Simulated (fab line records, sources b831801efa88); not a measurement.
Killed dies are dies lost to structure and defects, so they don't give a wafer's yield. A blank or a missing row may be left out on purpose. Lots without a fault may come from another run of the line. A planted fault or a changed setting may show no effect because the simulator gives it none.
A struck lot beside a sound one | flow sky130 | 39 steps out of a route of 708
Sound: wafers L880.2, L880.3, L880.5. Struck: wafers L866.1, L866.3, L866.4. The cause comes at the end.
At each step with rows: each side's tool, then ch and its chambers, then its first start. Under that, the readings that differ: sound wafers | struck wafers | difference of the means | sigmas: that difference in standard deviations of wafers without a fault.
alike: readings whose means differ by less than 2 such deviations, and words and numbers that are the same on both sides. not compared: withheld readings, readings that some wafer has no value for, bounds like >300 that may hide the same value, and numbers for which the record gives no deviation and whose values overlap.
The two part at a step that has a row with sigmas, a row that says differs or no value, or rows on one side only. Numbers that don't overlap but have no deviation are shown without sigmas and don't part them. A reading that every wafer of one side lacks parts them only if that side has two wafers or more.

first, 10 steps without rows for these wafers: SKY_VIA4_STRIP_14 (strips in post etch residue remover, time 1200 s); SKY_VIA4_CLEAN_15 (cleans in IPA, time 180 s); SKY_VIA4_CLEAN_16 (cleans in O3/DIW); SKY_VIA4_SPUTTER_17 (material TiN, target thk 20 nm, time 80 s); SKY_VIA4_CVD_18 (deposits W, target thk 505 nm, time 152.14 s); SKY_VIA4_CMP_21 (polishes, stops on SiO2, t overpolish 25 s, target thk 0 nm); SKY_METAL5_SPUTTER_00 (material Ti, target thk 15 nm, time 10 s); SKY_METAL5_SPUTTER_01 (material TiN, target thk 20 nm, time 16.17 s); SKY_METAL5_SPUTTER_02 (material AlCu, target thk 1150 nm, time 61.2 s); SKY_METAL5_SPUTTER_03 (material Ti, target thk 5 nm, time 3.3 s).
SKY_METAL5_SPUTTER_04: material TiN, target thk 70 nm, time 58.3 s.
  sound on pvd_sputter-04, day 47 10:57; struck on pvd_sputter-01, day 44 01:35
  no value came back on the struck wafers for cathode_dc_power_W (W), chamber_pressure_pa (Pa), throttle_valve_pct (%); on the sound wafers cathode_dc_power_W (W) reads 6499.9 6498.2 6498.7
SKY_METAL5_THK_MEAS_06: measures by xrf.
  sound on film_metro-03, day 47 11:08; struck on film_metro-01, day 44 01:45
  reading              | sound          | struck         | difference | sigmas
  METAL5_ALCU_THK (nm) | 1145 1145 1154 | 1358 1377 1365 | +219       | +18
then, 8 steps without rows for these wafers: SKY_METAL5_DEHYDRATE_07 (time 60 s); SKY_METAL5_HMDS_08 (prime time 60 s); SKY_METAL5_COAT_09 (resist thk 1800 nm); SKY_METAL5_SOFTBAKE_10 (time 60 s); SKY_METAL5_EXPOSE_11 (exposes mask MM5, target cd 1600 nm); SKY_METAL5_PEB_12; SKY_METAL5_DEVELOP_13 (develop time 60 s); SKY_METAL5_DESCUM_14 (chemistry O2, time 11 s).
SKY_METAL5_METAL_ETCH_15: etches the open film in Cl2/BCl3, stops on SiO2, target depth 1260 nm, time 252 s.
  sound on rie_metal-02 ch 0, day 48 06:33; struck on rie_metal-02 ch 0,1, day 44 23:33
  reading               | sound             | struck            | difference | sigmas
  oes_product_au (a.u.) | 0.888 0.898 0.897 | 0.874 0.872 0.873 | -0.021     | -4
  alike: drypump_motor_current_A, throttle_valve_pct
  not compared: rf_hours_counter_h
then, 13 steps without rows for these wafers: SKY_METAL5_STRIP_16 (strips in O2/N2); SKY_METAL5_STRIP_17 (strips in post etch residue remover, time 1200 s); SKY_METAL5_CLEAN_18 (cleans in IPA, time 180 s); SKY_METAL5_CLEAN_19 (cleans in O3/DIW); SKY_PASSIVATION_CVD_00 (deposits SiO2, target thk 90 nm); SKY_PASSIVATION_CVD_02 (deposits Si3N4, target thk 540 nm); SKY_PASSIVATION_DEHYDRATE_04 (time 60 s); SKY_PASSIVATION_HMDS_05 (prime time 60 s); SKY_PASSIVATION_COAT_06 (resist thk 3000 nm); SKY_PASSIVATION_SOFTBAKE_07; SKY_PASSIVATION_EXPOSE_08 (exposes mask NSM, target cd 3000 nm); SKY_PASSIVATION_PEB_09; SKY_PASSIVATION_DEVELOP_10 (develop time 60 s).
SKY_PASSIVATION_ETCH_11: etches the open film in CF4/O2, stops on AlCu, target depth 725 nm, time 161.1 s.
  sound on rie_diel-03 ch 2,3, day 49 02:06; struck on rie_diel-03 ch 0,1,3, day 45 21:45
  reading                                 | sound             | struck            | difference | sigmas
  oes_product_au (a.u.)                   | 0.972 0.970 0.975 | 0.987 0.988 0.995 | +0.018     | +3
  model.PASSIVATION.feature_depth_nm (nm) | 700.3 698.7 708.7 | 725 725 725       | +22        |
  alike: drypump_motor_current_A, throttle_valve_pct
  not compared: rf_hours_counter_h
then, 2 steps without rows for these wafers: SKY_PASSIVATION_STRIP_12 (strips in O2/N2); SKY_PAD_OPEN_DEHYDRATE_00 (time 60 s).
SKY_PAD_OPEN_ETCH_07: etches the open film in CF4/O2, stops on AlCu, target depth 725 nm, time 161.1 s.
  sound on rie_diel-03 ch 0,1, day 49 19:06; struck on rie_diel-03 ch 0,1,3, day 46 17:55
  reading                              | sound             | struck            | difference | sigmas
  oes_product_au (a.u.)                | 0.970 0.975 0.977 | 0.994 0.991 0.989 | +0.017     | +3
  model.PAD_OPEN.feature_depth_nm (nm) | 700.3 698.7 708.7 | 721.2 721.4 719.9 | +18.3      |
  alike: drypump_motor_current_A, throttle_valve_pct
  not compared: rf_hours_counter_h
SKY_PAD_OPEN_PROBE_99:
  the record has rows for the sound wafers here (prober-02, day 49 21:28) and none for the struck ones

WHERE THEY PART
First at SKY_METAL5_SPUTTER_04; last, within this record, at SKY_PAD_OPEN_PROBE_99.

WHY: what the simulator had put in
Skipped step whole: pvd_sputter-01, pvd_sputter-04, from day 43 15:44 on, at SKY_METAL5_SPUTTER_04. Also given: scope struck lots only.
